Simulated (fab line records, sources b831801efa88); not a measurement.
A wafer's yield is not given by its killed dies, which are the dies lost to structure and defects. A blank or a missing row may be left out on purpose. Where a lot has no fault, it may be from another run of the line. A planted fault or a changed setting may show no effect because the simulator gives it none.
A single fault, viewed from 2 desks :: flow sky130 :: only its own numbers are on each desk; what lay behind them is given at the end

## FOR THE TOOL OWNER'S DESK: rie_si-01
The tool's own readings at SKY_FIELD_ISO_ETCH_17 (etches Si in HBr/Cl2/O2, target depth 342 nm, time 97.7 s): means of the sampled wafers that have a number, for each lot that ran on this tool. Marked OUT: a lot whose mean sits more than 4 standard deviations from the usual mean, which makes it out of limits; the brackets give that distance.
Columns: A = bias_w at SKY_FIELD_ISO_ETCH_17, usual 150.1 W; B = drypump_motor_current_A at SKY_FIELD_ISO_ETCH_17, usual 5.9 A; C = mfc_cl2_sccm at SKY_FIELD_ISO_ETCH_17, usual 39.98 sccm; D = oes_product_au at SKY_FIELD_ISO_ETCH_17, usual 1.001 a.u.; E = throttle_valve_pct at SKY_FIELD_ISO_ETCH_17, usual 25.655 %
lot: L214
first seen here: day 2 20:35
A: 150.1
B: 6.2
C: 40.05
D: 1.012
E: 25.647

lot: L222
first seen here: day 4 13:29
A: 156.7 (+16) OUT
B: 6.1
C: 40.07
D: 1.018
E: 25.656
This desk finds L222 out of limits, L222 being first, at day 4 13:29 (bias_w at SKY_FIELD_ISO_ETCH_17). In limits: L214.

## METROLOGY DESK
What the gauges read for every lot (on any tool): the sampled wafers with a number, averaged. Marked OUT: a lot whose mean sits more than 4 standard deviations from the usual mean, which makes it out of limits; the brackets give that distance.
Columns: A = FIELD_ISO_CVD_24_THK at SKY_FIELD_ISO_THK_MEAS_25, usual 594 nm; B = cd_nm at SKY_VT_ADJUST_NCORE_CD_MEAS_07, usual 379.8 nm
lot: L211
first seen here: day 2 05:51
A: 587
B: 380.3

lot: L212
first seen here: day 2 12:27
A: 592
B: 380.4

lot: L213
first seen here: day 2 18:42
A: 585
B: 377.6

lot: L214
first seen here: day 2 22:17
A: 590
B: 379.8

lot: L222
first seen here: day 4 15:39
A: 593
B: 375.1

lot: L224
first seen here: day 5 02:14
A: 596
B: 379.1

lot: L226
first seen here: day 5 13:58
A: 593
B: 383.3

lot: L228
first seen here: day 6 03:40
A: 593
B: 382.5

lot: L230
first seen here: day 6 11:29
A: 589
B: 377.7

lot: L232
first seen here: day 6 22:57
A: 602
B: 378.2

lot: L234
first seen here: day 7 09:08
A: 595
B: 379.7
Finding of this desk: none of the 11 lots has anything out of limits.

## PUT TOGETHER
The tool owner's desk had the chance to raise an alarm at day 4 13:29 on L222.
At the metrology desk, nothing out of limits was observed.
The metrology desk holds a record of L222, inside its limits.
Every lot named ran SKY_FIELD_ISO_ETCH_17 on rie_si-01.

## WHAT THE SIMULATOR PUT IN
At SKY_FIELD_ISO_ETCH_17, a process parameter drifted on rie_si-01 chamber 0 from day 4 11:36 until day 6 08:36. The setting bias_w was moved by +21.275, starting from 150. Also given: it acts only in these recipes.
Lots struck among those shown: L222.
Delay in hours, fault start to first out-of-limits reading, by desk: the tool owner's desk at 2.
